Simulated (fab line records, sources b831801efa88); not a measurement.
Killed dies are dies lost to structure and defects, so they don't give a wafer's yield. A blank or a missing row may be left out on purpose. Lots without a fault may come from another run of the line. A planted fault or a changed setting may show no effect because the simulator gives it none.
Problem report in the 8D (eight disciplines) form, filled by code | flow gf180mcu | the parts of the form that need people (team, actions taken, sign-off) are left out

1. THE PROBLEM
cd_nm at GF_NSD_CD_MEAS_07 reads a mean of 430.6 nm on 6 wafers of 2 lots; wafers without a fault read 400.2 nm with a standard deviation of 1.9. That is +16 standard deviations from the usual mean.
The step: target cd 400 nm.
First seen on wafer L860.1, day 18 05:54, on cd_sem-02. The record holds 42 wafers of 14 lots with a number at this step. Rule for "out", or "out of limits": more than 4 standard deviations from the usual mean. The other wafers with a number count as sound.

2. WHAT IT IS AND WHAT IT IS NOT
question                    | is                     | is not
which readings at this step | cd_nm                  | -
which lots                  | L860, L862             | L847, L849, L850, L851, L852, L853, L854, L859, L866, L867, L868, L869
which wafers of those lots  | all that have a number | -
read on which gauges        | cd_sem-01, cd_sem-02   | -
when                        | from day 18 05:54      | up to then (24 sound wafers); but 12 sound wafers of L866, L867, L868, L869 came after

3. SUSPECTS, AND WHAT RULES EACH OUT
Counting: a tool at a process step up to the reading stays a suspect if it ran every lot that is out and no sound lot after the first of them.
- the gauge at GF_NSD_CD_MEAS_07: ruled out. The wafers that are out were read on 2 gauges (cd_sem-01, cd_sem-02).
- litho_track-02 at GF_NSD_DEVELOP_06 (develop time 60 s): kept. It ran every lot that is out, first L860 (day 18 05:45), and no sound lot after that; its last sound lot up to then is L859 (day 17 20:08).
Left after counting: litho_track-02 at GF_NSD_DEVELOP_06.

4. THE CAUSE (what the simulator had put in)
Process parameter drift: litho_track-02, from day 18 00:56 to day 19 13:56, at GF_NSD_DEVELOP_06. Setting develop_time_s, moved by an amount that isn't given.
Counting left only this tool.

5. THE CHAIN OF EFFECTS, in route order
Each row: a reading whose mean over the struck wafers that have a number lies more than 3 standard deviations from the usual. Only readings for which the record gives a usual standard deviation are gone through. hours: the time from each lot's start at the first step in this table that gives one to its start at this step, as a median over the lots. sigmas: the change in usual standard deviations.
hours | step              | reading | usual    | on struck wafers | change | sigmas
0     | GF_NSD_CD_MEAS_07 | cd_nm   | 400.2 nm | 430.6            | +30.4  | +16
Later measuring or inspecting steps at which every struck wafer that the step has a row for has a number for every such reading, and none has moved that far: GF_SAB_CD_MEAS_09.

6. WHAT WOULD HAVE CAUGHT IT SOONER
In this record the first reading out of limits at a measuring or inspecting step was taken at day 18 05:54, 5 hours after the fault began at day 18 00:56.
Of the tool readings at GF_NSD_DEVELOP_06 for which the record gives a usual standard deviation, none was out on any struck wafer, so an alarm limit of 4 standard deviations on them would not have fired.
Of the lots that are out (2), L862 began GF_NSD_DEVELOP_06 on litho_track-02 after day 18 05:54. A hold on the tool at that time would have spared it.
